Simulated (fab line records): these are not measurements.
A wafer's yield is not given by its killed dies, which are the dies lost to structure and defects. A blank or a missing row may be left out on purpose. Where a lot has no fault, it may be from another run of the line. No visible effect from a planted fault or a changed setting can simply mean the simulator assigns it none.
What tool caused it? + flow gf180mcu + 6 lots with 18 wafers sampled at 3 steps, on a route of 602 steps

WHAT EACH GAUGE READ, for each wafer
GF_HV_LDD_TW_MEAS_50.
| lot  | measured     | on            | HV_LDD_4_TW |
|------|--------------|---------------|-------------|
| L947 | day 13 01:55 | film-metro-01 | 564 566 567 |
| L949 | day 13 19:55 | film-metro-01 | 564 564 564 |
| L951 | day 14 10:54 | film-metro-04 | 565 563 561 |
| L962 | day 18 02:57 | film-metro-04 | 509 508 509 |
| L964 | day 19 00:16 | film-metro-02 | 569 572 572 |
| L967 | day 19 23:40 | film-metro-04 | 566 565 565 |

TOOL THAT RAN EACH LOT (tool first, then ch and the chambers of the sampled wafers, then the start)
| lot  | GF_LVPWELL_STRIP_10                 | GF_HV_LDD_IMPLANT_48            |
|------|-------------------------------------|---------------------------------|
| L947 | plasma-asher-03 ch 0,1, day 4 08:04 | implanter-01 ch 0, day 13 01:42 |
| L949 | plasma-asher-02 ch 1, day 4 19:41   | implanter-01 ch 0, day 13 19:40 |
| L951 | plasma-asher-03 ch 0,1, day 5 06:38 | implanter-03 ch 0, day 14 10:39 |
| L962 | plasma-asher-03 ch 0,1, day 7 19:29 | implanter-01 ch 0, day 18 02:42 |
| L964 | plasma-asher-03 ch 0,1, day 8 09:02 | implanter-03 ch 0, day 19 00:02 |
| L967 | plasma-asher-01 ch 0,1, day 9 01:26 | implanter-03 ch 0, day 19 23:25 |
- GF_LVPWELL_STRIP_10: strips in O2/N2.
- GF_HV_LDD_IMPLANT_48

THE ANSWER, worked out from the rows above alone
Rule: the usual values come from the lots themselves. Put in order of their means at a reading, lots are off if they are a third of the lots or fewer, leave a main group of 4 or more, and stand apart from it by a gap of 3 or more times the standard deviation of the main group's means; of several such gaps the widest counts. Not used: any main group whose means are identical at the precision the tables above print for the reading. A lot without any number at a reading at which 4 lots or more have one is off too. The other lots that the step has rows for count as sound.
Off: L962, at GF_HV_LDD_TW_MEAS_50 (HV_LDD_4_TW). Mean 566 and standard deviation 2.8 in the main group.
A tool fits if, at a process step before that reading, it ran every lot that is off, and no sound lot after the first of them. The gauges at GF_HV_LDD_TW_MEAS_50 are tried like those tools. One candidate fits, namely implanter-01 at GF_HV_LDD_IMPLANT_48. A fault onset in the window from L949 (day 13 19:40, its last sound lot) to L962 (day 18 02:42, its first lot off) fits.

WHAT HAD BEEN PUT IN BY THE SIMULATOR
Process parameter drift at GF_HV_LDD_IMPLANT_48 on implanter-01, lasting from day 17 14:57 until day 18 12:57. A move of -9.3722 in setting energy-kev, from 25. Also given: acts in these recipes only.
Lots struck among those shown: L962. The rule given above showed the same thing.
